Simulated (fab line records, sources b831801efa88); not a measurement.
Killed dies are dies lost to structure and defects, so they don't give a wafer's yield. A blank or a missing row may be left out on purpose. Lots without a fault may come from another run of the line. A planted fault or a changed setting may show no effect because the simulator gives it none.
Chamber matching | flow gf180mcu | rieDiel-02 running GF_SAB_ETCH_11: 4 sister chambers
The step etches SiO2 in C4F8/O2/Ar, target depth 55 nm, time 8.5 s. 8 wafers are shown with their chamber, then 7 later ones without.

== WAFERS PAIRED WITH THEIR CHAMBERS ==
wafer  | chamber | oesProductAu (a.u.) | biasW (W)
L741.3 | 3       | 1.013               | 1193
L741.4 | 2       | 0.987               | 1198
L743.4 | 2       | 0.988               | 1201
L744.3 | 3       | 1.002               | 1200
L744.4 | 0       | 0.995               | 1198
L744.6 | 1       | 1.000               | 1201
L746.1 | 1       | 1.000               | 1201
L746.3 | 0       | 0.987               | 1200

== WAFERS WHOSE CHAMBER IS MISSING ==
wafer  | oesProductAu (a.u.) | biasW (W)
L746.4 | 0.998               | 1197
L755.2 | 0.972               | 1203
L755.3 | 1.004               | 1198
L755.6 | 0.995               | 1200
L757.1 | 1.001               | 1197
L757.2 | 1.010               | 1202
L757.6 | 0.992               | 1194

== THE CHAMBER EACH PASSED THROUGH ==
wafer  | from the rows above               | in truth
L746.4 | can't be placed: 1 or 0 or 3 or 2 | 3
L755.2 | can't be placed: 2 or 0           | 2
L755.3 | can't be placed: 3 or 1 or 0      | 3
L755.6 | can't be placed: 0 or 1 or 2 or 3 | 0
L757.1 | can't be placed: 3 or 1 or 0 or 2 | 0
L757.2 | can't be placed: 3 or 1           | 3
L757.6 | can't be placed: 0 or 2 or 1 or 3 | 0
Correct placement for 0 of the 7. Cannot be placed on the basis of these rows: 7; the candidates contain the true chamber in 7. Placed wrongly: 0.
How it was worked out, from the rows above alone: a wafer's distance from a chamber is the root of the sum, over the readings, of the square of ((its reading less the chamber's mean) divided by the reading's scatter). If the next closest chamber is less than 2 further off than the closest, the wafer can't be placed; otherwise it belongs to the closest. Each chamber's mean is taken over the wafers shown for it. The scatter is the square root of a quotient: the sum, over the shown wafers, of each reading's squared deviation from its chamber's mean, divided by wafers minus chambers.
